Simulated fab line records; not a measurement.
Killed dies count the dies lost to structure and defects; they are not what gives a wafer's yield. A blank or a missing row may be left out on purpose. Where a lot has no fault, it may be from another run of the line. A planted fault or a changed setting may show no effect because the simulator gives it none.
One fault through the eyes of 2 desks + flow sky130 + every desk sees just its own numbers, and what lay behind them comes last

== THE METROLOGY DESK ==
What the gauges read, lot by lot, whatever tool the lot ran on: means of the sampled wafers that have a number. If a lot's mean is further than 4 standard deviations from the usual mean, the lot is out of limits and carries the mark OUT (the distance appears in the brackets).
Columns: A = POLY_CUT_OVL at SKY_POLY_CUT_OVL_MEAS_09, usual 0 nm; B = SD_P_TW at SKY_SD_P_TW_MEAS_11, usual 2821; C = SD_P_RS at SKY_SD_N_RS_MEAS_17, usual 147.2 ohm/sq
| lot  | first seen here | A   | B    | C     |
|------|-----------------|-----|------|-------|
| L641 | day 25 06:18    | -6  | 2795 | 147.0 |
| L640 | day 25 09:09    | 2   | 2836 | 146.9 |
| L644 | day 25 19:08    | -3  | 2820 | 146.6 |
| L647 | day 26 20:57    | 8   | 2843 | 146.7 |
| L649 | day 27 15:51    | -6  | 2853 | 147.6 |
| L650 | day 28 01:39    | -4  | 2846 | 147.5 |
| L651 | day 28 02:30    | 5   | 2837 | 146.9 |
| L652 | day 28 14:29    | -1  | 2838 | 147.5 |
| L653 | day 29 03:18    | 2   | 2804 | 147.4 |
| L655 | day 29 15:53    | -6  | 2818 | 147.3 |
| L656 | day 29 20:09    | 2   | 2829 | 147.6 |
| L661 | day 31 20:45    | -11 | 2783 | 147.4 |
| L662 | day 31 21:41    | -3  | 2875 | 147.3 |
| L663 | day 32 06:53    | 3   | 2874 | 146.7 |
This desk's verdict: no lot among the 14 shows anything out of limits.

== FOR THE TOOL OWNER'S DESK: rtp-anneal-02 ==
Per lot that ran on this tool, the mean of the sampled wafers carrying a number, from the tool's own readings at SKY_SD_N_RTA_14 (time 2 s). If a lot's mean is further than 4 standard deviations from the usual mean, the lot is out of limits and carries the mark OUT (the distance appears in the brackets).
Columns: A = chamber-o2-ppm at SKY_SD_N_RTA_14, usual 2.000; B = lamp-power-pct at SKY_SD_N_RTA_14, usual 15.74 %; C = ramp-up-c-per-s at SKY_SD_N_RTA_14, usual 150.00; D = wafer_temp_C_max at SKY_SD_N_RTA_14, usual 1078.1
| lot  | first seen here | A     | B     | C                       | D      |
|------|-----------------|-------|-------|-------------------------|--------|
| L641 | day 28 22:44    | 2.043 | 15.76 | 150.01                  | 1079.5 |
| L647 | day 30 12:23    | 1.988 | 15.80 | 150.03                  | 1078.7 |
| L649 | day 31 04:58    | 1.997 | 15.70 | 150.01                  | 1077.8 |
| L651 | day 31 16:03    | 1.958 | 15.74 | 149.99                  | 1076.7 |
| L653 | day 32 14:29    | 2.020 | 15.75 | 44.97 (-99 or more) OUT | 1078.3 |
| L655 | day 33 02:35    | 1.994 | 15.74 | 44.98 (-99 or more) OUT | 1078.5 |
| L663 | day 35 14:23    | 2.009 | 15.68 | 150.01                  | 1078.0 |
This desk's finding: out of limits on L653, L655; first on L653, day 32 14:29 (ramp-up-c-per-s at SKY_SD_N_RTA_14). L641, L647, L649, L651, L663 stayed within limits.

== ALL TOGETHER ==
The tool owner's desk had the chance to raise an alarm at day 32 14:29 on L653, L655.
Metrology desk: nothing out of limits seen.
The metrology desk holds a record of L653, L655, inside its limits.
Every lot named ran SKY_SD_N_RTA_14 on rtp-anneal-02.

== WHAT THE SIMULATOR HAD PUT IN ==
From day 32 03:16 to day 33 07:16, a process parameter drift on rtp-anneal-02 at SKY_SD_N_RTA_14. Setting ramp-up-c-per-s shifted by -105 from 150. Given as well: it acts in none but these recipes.
Shown lots that were struck: L653, L655.
Delay in hours, fault start to first out-of-limits reading, by desk: the tool owner's desk at 11.
